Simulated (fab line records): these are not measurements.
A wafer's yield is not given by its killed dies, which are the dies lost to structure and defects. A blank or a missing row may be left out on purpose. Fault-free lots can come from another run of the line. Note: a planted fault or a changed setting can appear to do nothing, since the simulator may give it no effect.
Matching of chambers -- flow sky130 -- cmp-02 running SKY_LI_CONTACT_CMP_24: 4 sister chambers
The step polishes, stops on PSG, t overpolish 20 s, target thk 0 nm. 14 wafers are shown with their chamber, then 7 later ones without.

EACH WAFER AND ITS CHAMBER
wafer,chamber,motor_current_A (A),overpolish_run_s (s),edge_zone_pressure_frac
L588.2,1,9.9,19.999,1.001
L588.3,3,10.1,20.002,0.998
L588.4,2,9.9,19.993,0.999
L591.1,1,9.7,20.009,1.001
L591.3,3,10.6,20.008,0.994
L591.6,2,9.7,19.988,1.001
L593.3,2,10.0,19.995,1.004
L593.5,0,11.7,19.991,1.008
L593.6,1,10.7,20.011,1.005
L594.2,0,10.8,19.995,1.001
L594.5,1,10.7,19.992,1.002
L594.6,0,12.1,19.991,1.000
L597.1,1,10.3,20.008,1.005
L597.2,2,9.5,19.996,1.001

SIGNATURES (means of the wafers above)
reading,chamber 0,chamber 1,chamber 2,chamber 3,scatter within a chamber
motor_current_A,11.533,10.260,9.775,10.350,0.446
overpolish_run_s,19.99233,20.00380,19.99300,20.00500,0.0057
edge_zone_pressure_frac,1.00300,1.00280,1.00125,0.99600,0.00275
Rule: for each reading, subtract the chamber's mean from the wafer's reading, divide by that reading's scatter and square the result; add these up over the readings and take the root, which gives the wafer's distance from the chamber. The wafer belongs to the nearest chamber; if the next one is less than 2 further off, it can't be placed. The scatter: take each reading less its chamber's mean, square it, sum over the shown wafers, divide by the number of wafers less the number of chambers, and take the root.

WAFERS WHOSE CHAMBER IS MISSING
wafer,motor_current_A (A),overpolish_run_s (s),edge_zone_pressure_frac
L597.3,10.6,19.992,1.003
L598.1,11.4,19.997,1.001
L598.3,11.1,19.996,1.005
L598.4,10.1,20.002,1.000
L599.1,10.5,20.006,1.004
L599.3,11.6,20.013,1.001
L599.6,9.8,20.002,1.003

EACH ONE'S CHAMBER
wafer,from the rows above,in truth
L597.3,can't be placed: 2 or 0 or 1 or 3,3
L598.1,can't be placed: 0 or 1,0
L598.3,can't be placed: 0 or 1 or 2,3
L598.4,can't be placed: 1 or 3 or 2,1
L599.1,1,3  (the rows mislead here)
L599.3,can't be placed: 1 or 3 or 0 or 2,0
L599.6,can't be placed: 1 or 2 or 3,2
Correctly placed: 0 of 7. Cannot be placed on the basis of these rows: 6; the candidates contain the true chamber in 5. 1 placed wrongly.
